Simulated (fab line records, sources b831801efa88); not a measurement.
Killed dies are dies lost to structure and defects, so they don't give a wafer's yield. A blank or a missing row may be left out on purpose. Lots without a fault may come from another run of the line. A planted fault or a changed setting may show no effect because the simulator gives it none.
One fault seen from 2 desks | flow gf180mcu | each desk has only its own numbers; what lay behind them comes last

THE METROLOGY DESK
What the gauges read, lot by lot, whatever tool the lot ran on: means of the sampled wafers that have a number. A lot is out of limits, marked OUT, if its mean lies more than 4 standard deviations from the usual mean; the brackets give that distance.
Columns: A = V3_W_THK at GF_V3_THK_MEAS_25, usual 352 nm; B = V4_OVL at GF_V4_OVL_MEAS_15, usual -1 nm
lot  | first seen here | A   | B
L588 | day 22 09:08    | 348 | 2
L590 | day 23 07:49    | 353 | -4
L591 | day 23 10:42    | 350 | -7
L592 | day 24 01:01    | 361 | -3
L593 | day 24 02:50    | 352 | 4
L594 | day 24 14:47    | 353 | -5
L595 | day 25 03:25    | 353 | -4
L602 | day 27 11:20    | 347 | -2
L603 | day 27 21:15    | 354 | -5
L604 | day 28 01:49    | 354 | 1
L606 | day 28 17:18    | 355 | 6
L607 | day 28 20:14    | 352 | -3
L608 | day 29 00:52    | 353 | -3
L609 | day 29 04:52    | 352 | -2
L611 | day 29 20:48    | 357 | 5
This desk's finding: nothing out of limits on any of the 15 lots.

THE TOOL OWNER'S DESK: implanter-01
The tool's own readings at GF_HV_LDD_IMPLANT_33: means of the sampled wafers that have a number, for each lot that ran on this tool. A lot is out of limits, marked OUT, if its mean lies more than 4 standard deviations from the usual mean; the brackets give that distance.
Columns: A = dose_ions_cm2 at GF_HV_LDD_IMPLANT_33, usual 7.499e+12; B = faraday_current_uA at GF_HV_LDD_IMPLANT_33, usual 42.3
lot  | first seen here | A                   | B
L588 | day 11 12:43    | 7.505e+12           | 42.0
L591 | day 12 11:34    | 7.502e+12           | 42.7
L592 | day 12 19:53    | 8.170e+12 (+84) OUT | 46.0 (+4.5) OUT
L593 | day 12 23:40    | 8.174e+12 (+84) OUT | 46.7 (+5.3) OUT
L595 | day 13 19:49    | 8.160e+12 (+83) OUT | 46.0 (+4.5) OUT
L603 | day 16 14:43    | 7.499e+12           | 42.3
L604 | day 17 01:23    | 7.493e+12           | 42.4
L607 | day 17 22:46    | 7.489e+12           | 41.2
L609 | day 18 09:20    | 7.498e+12           | 42.0
This desk's finding: out of limits on L592, L593, L595; first on L592, day 12 19:53 (dose_ions_cm2 at GF_HV_LDD_IMPLANT_33). In limits: L588, L591, L603, L604, L607, L609.

PUT TOGETHER
The tool owner's desk could have raised an alarm at day 12 19:53, on L592, L593, L595.
The metrology desk saw nothing out of limits.
The metrology desk has L592, L593, L595 on record, within its limits.
Of the lots named, all ran GF_HV_LDD_IMPLANT_33 on implanter-01.

WHAT THE SIMULATOR HAD PUT IN
Process parameter drift: implanter-01, from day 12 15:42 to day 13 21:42, at GF_HV_LDD_IMPLANT_33. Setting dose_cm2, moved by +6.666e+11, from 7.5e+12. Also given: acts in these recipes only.
Lots struck among those shown: L592, L593, L595.
Hours from the fault's start to each desk's first reading out of limits: the tool owner's desk, 4.
